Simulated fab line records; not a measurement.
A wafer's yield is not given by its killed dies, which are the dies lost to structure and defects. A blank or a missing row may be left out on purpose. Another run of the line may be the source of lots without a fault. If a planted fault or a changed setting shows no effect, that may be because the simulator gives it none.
Which of the tools did it? -- flow gf180mcu -- Sampling: 12 lots, 36 wafers, 6 of 602 route steps

== WHAT EACH GAUGE READ, for each wafer ==
GF_HV_LDD_OVL_MEAS_32. Usual: for HV_LDD_02_OVL the level is 0.0 nm and the standard deviation is 1.3.
lot,measured,on,HV_LDD_02_OVL (nm),flag
L446,day 12 05:16,overlay-02,-1.3 -2.2 -1.8,
L447,day 12 09:55,overlay-01,0.4 -0.5 0.4,
L448,day 12 18:34,overlay-01,-0.8 -1.1 -0.9,
L449,day 13 02:04,overlay-01,-0.7 -0.8 -0.3,
L451,day 13 17:40,overlay-02,-0.5 -0.5 -0.3,
L457,day 15 19:37,overlay-02,0.4 -0.4 0.6,
L461,day 17 01:36,overlay-01,1.4 1.5 0.8,
L462,day 17 08:44,overlay-02,-0.5 -0.4 0.7,
L465,day 18 07:37,overlay-02,-1.3 0.2 -0.7,
L466,day 18 12:13,overlay-02,1.0 1.0 0.2,
L468,day 19 04:57,overlay-02,-1.9 -1.2 -0.9,
L469,day 19 14:31,overlay-01,1.7 0.2 2.0,

GF_HV_LDD_OVL_MEAS_47. Usual: for HV_LDD_03_OVL the level is 0.4 nm and the standard deviation is 1.5.
lot,measured,on,HV_LDD_03_OVL (nm),flag
L446,day 13 02:33,overlay-01,-1.0 0.8 1.6,
L447,day 13 06:43,overlay-01,1.5 2.8 1.8,
L448,day 13 15:22,overlay-01,2.1 1.2 1.5,
L449,day 14 00:04,overlay-01,0.1 -2.2 0.1,
L451,day 14 15:58,overlay-02,2.6 3.1 2.6,
L457,day 16 19:51,overlay-02,1.7 1.3 0.3,
L461,day 18 02:31,overlay-02,-2.5 -2.9 -2.0,
L462,day 18 09:23,overlay-02,-1.3 0.8 1.0,
L465,day 19 09:52,overlay-02,1.6 1.1 1.5,
L466,day 19 14:13,overlay-02,0.9 0.9 2.2,
L468,day 20 05:43,overlay-02,-1.8 -0.2 -2.2,
L469,day 20 15:37,overlay-01,0.7 0.6 -0.9,

GF_PSD_RS_MEAS_14: measures by four-point-probe. Usual: for NSD_RS the level is 46.09 ohm/sq and the standard deviation is 0.091.
lot,measured,on,NSD_RS (ohm/sq),flag
L446,day 15 00:38,film-metro-01,46.10 46.09 46.08,
L447,day 15 06:26,film-metro-01,45.87 45.92 46.02,
L448,day 15 15:25,film-metro-02,46.17 46.16 46.21,
L449,day 15 22:59,film-metro-01,46.03 46.04 46.07,
L451,day 16 18:25,film-metro-01,45.97 46.02 45.94,
L457,day 19 00:08,film-metro-02,46.21 46.12 46.14,
L461,day 20 07:18,film-metro-03,40.45 40.33 40.42 40.31 40.28 40.38,OFF
L462,day 20 15:35,film-metro-03,40.32 40.22 46.03 40.38 40.22 46.01,OFF
L465,day 21 15:16,film-metro-03,46.15 46.05 46.16,
L466,day 21 17:54,film-metro-02,46.19 46.17 46.08,
L468,day 22 10:38,film-metro-03,46.21 46.15 46.20,
L469,day 22 19:38,film-metro-02,46.17 46.05 46.13,

GF_PSD_RS_MEAS_15: measures by four-point-probe. Usual: for PSD_RS the level is 108.50 ohm/sq and the standard deviation is 0.28.
lot,measured,on,PSD_RS (ohm/sq),flag
L446,day 15 00:46,film-metro-01,108.26 108.33 108.54,
L447,day 15 06:33,film-metro-01,108.50 108.21 108.13,
L448,day 15 15:32,film-metro-02,108.75 109.14 108.99,
L449,day 15 23:06,film-metro-01,108.45 108.55 108.68,
L451,day 16 18:32,film-metro-01,108.02 108.30 108.19,
L457,day 19 00:16,film-metro-02,108.43 108.59 108.58,
L461,day 20 12:55,film-metro-03,98.55 98.36 98.65 98.61 98.43 98.53,OFF
L462,day 20 17:19,film-metro-03,98.12 98.17 108.19 97.87 98.12 108.19,OFF
L465,day 21 15:23,film-metro-03,108.56 108.31 108.29,
L466,day 21 18:01,film-metro-02,108.55 108.65 108.60,
L468,day 22 10:45,film-metro-03,109.03 108.63 108.66,
L469,day 22 19:46,film-metro-02,108.51 108.76 108.55,

== TOOL THAT RAN EACH LOT (tool first, then ch and the chambers of the sampled wafers, then the start) ==
lot,GF_NSD_STRIP_11,GF_PSD_RTA_13
L446,"plasma-asher-03 ch 0,1, day 14 02:49","rtp-anneal-02 ch 0, day 15 00:34"
L447,"plasma-asher-04 ch 0,1, day 14 07:56","rtp-anneal-02 ch 0, day 15 06:21"
L448,"plasma-asher-03 ch 0,1, day 14 16:53","rtp-anneal-01 ch 0, day 15 15:19"
L449,"plasma-asher-04 ch 0,1, day 15 00:47","rtp-anneal-02 ch 0, day 15 22:53"
L451,"plasma-asher-02 ch 0,1, day 15 18:22","rtp-anneal-01 ch 0, day 16 18:19"
L457,"plasma-asher-03 ch 0,1, day 17 23:20","rtp-anneal-01 ch 0, day 19 00:04"
L461,"plasma-asher-02 ch 0,1, day 19 06:44","rtp-anneal-01 ch 0, day 20 07:13"
L462,"plasma-asher-02 ch 0,1, day 19 14:43","rtp-anneal-01 ch 0, day 20 15:30"
L465,"plasma-asher-03 ch 0,1, day 20 14:00","rtp-anneal-02 ch 0, day 21 15:11"
L466,"plasma-asher-04 ch 0,1, day 20 17:02","rtp-anneal-02 ch 0, day 21 17:49"
L468,"plasma-asher-04 ch 0,1, day 21 09:56","rtp-anneal-02 ch 0, day 22 10:32"
L469,"plasma-asher-04 ch 0,1, day 21 19:19","rtp-anneal-02 ch 0, day 22 19:34"
- GF_NSD_STRIP_11: strips in O2/N2.
- GF_PSD_RTA_13: time 20 s.

== AS READ BY THE TOOLS THEMSELVES (means over the sampled wafers that have a number; for cases with no such wafer, the mark the record gives instead) ==
GF_NSD_STRIP_11. Usual: drypump-motor-current-A 5.9 A, standard deviation 0.37; heater-power-w 338 W, standard deviation 44; o2-flow-sccm 3001 sccm, standard deviation 8.9; oes-product-au 0.487 a.u., standard deviation 0.0042; strip-time-to-endpoint-s 22.96 s, standard deviation 0.039.
lot,tool,drypump-motor-current-A (A),heater-power-w (W),o2-flow-sccm (sccm),oes-product-au (a.u.),strip-time-to-endpoint-s (s),flag
L446,plasma-asher-03,5.8,284,3004,0.488,22.93,
L447,plasma-asher-04,5.6,363,3001,0.488,22.92,
L448,plasma-asher-03,5.7,292,3001,0.483,22.91,
L449,plasma-asher-04,5.6,355,3006,0.483,22.98,
L451,plasma-asher-02,6.4,366,3007,0.490,22.92,
L457,plasma-asher-03,5.9,298,3009,0.489,22.97,
L461,plasma-asher-02,6.4,358,3010,0.488,22.98,
L462,plasma-asher-02,6.4,369,2995,0.486,23.03,
L465,plasma-asher-03,5.8,287,3001,0.488,22.96,
L466,plasma-asher-04,5.5,376,2993,0.488,22.97,
L468,plasma-asher-04,5.5,377,3001,0.487,22.99,
L469,plasma-asher-04,5.5,370,3010,0.486,22.97,

GF_PSD_RTA_13. Usual: lamp-power-pct 34.4 %, standard deviation 2; run-length-s 48.82 s, standard deviation 0.23; wafer_temp_C_max 1031.1, standard deviation 1.1.
lot,tool,lamp-power-pct (%),run-length-s (s),wafer_temp_C_max,flag
L446,rtp-anneal-02,37.2,48.46,1031.0,
L447,rtp-anneal-02,37.2,48.47,1031.8,
L448,rtp-anneal-01,33.0,48.97,1031.1,
L449,rtp-anneal-02,37.2,48.60,1031.9,
L451,rtp-anneal-01,33.0,48.99,1030.3,
L457,rtp-anneal-01,32.9,48.92,1030.7,
L461,rtp-anneal-01,33.0,85.59,1032.4,OFF
L462,rtp-anneal-01,33.0,73.26,1031.2,OFF
L465,rtp-anneal-02,37.3,48.66,1030.9,
L466,rtp-anneal-02,37.3,48.48,1031.2,
L468,rtp-anneal-02,37.3,48.65,1031.0,
L469,rtp-anneal-02,37.2,48.63,1030.6,

== THE ANSWER, worked out from the rows above alone ==
Rule: lot off if the mean of its wafers having a number is beyond 3 standard deviations from the usual mean. Also off: a lot with no number at a reading for which 4 or more lots have one. All remaining lots with rows at the step are treated as sound. The gauges are gone through in route order, then the tools' own readings, and for those a lot's mean is taken as printed above. At the first step where some lot is off, the reading lying furthest off is the one used; lots without a number count as furthest.
Off: L461, L462, seen at GF_PSD_RS_MEAS_14 (NSD_RS).
A tool fits if, at a process step before that reading, it ran every lot that is off, and no sound lot after the first of them. Not tried: the gauges at GF_PSD_RS_MEAS_14; whatever is off there is also off at GF_PSD_RTA_13, on other tools, and gauge error can't account for it. This does not decide it: 2 tools fit, namely plasma-asher-02 at GF_NSD_STRIP_11 and rtp-anneal-01 at GF_PSD_RTA_13.

== WHAT THE SIMULATOR HAD PUT IN ==
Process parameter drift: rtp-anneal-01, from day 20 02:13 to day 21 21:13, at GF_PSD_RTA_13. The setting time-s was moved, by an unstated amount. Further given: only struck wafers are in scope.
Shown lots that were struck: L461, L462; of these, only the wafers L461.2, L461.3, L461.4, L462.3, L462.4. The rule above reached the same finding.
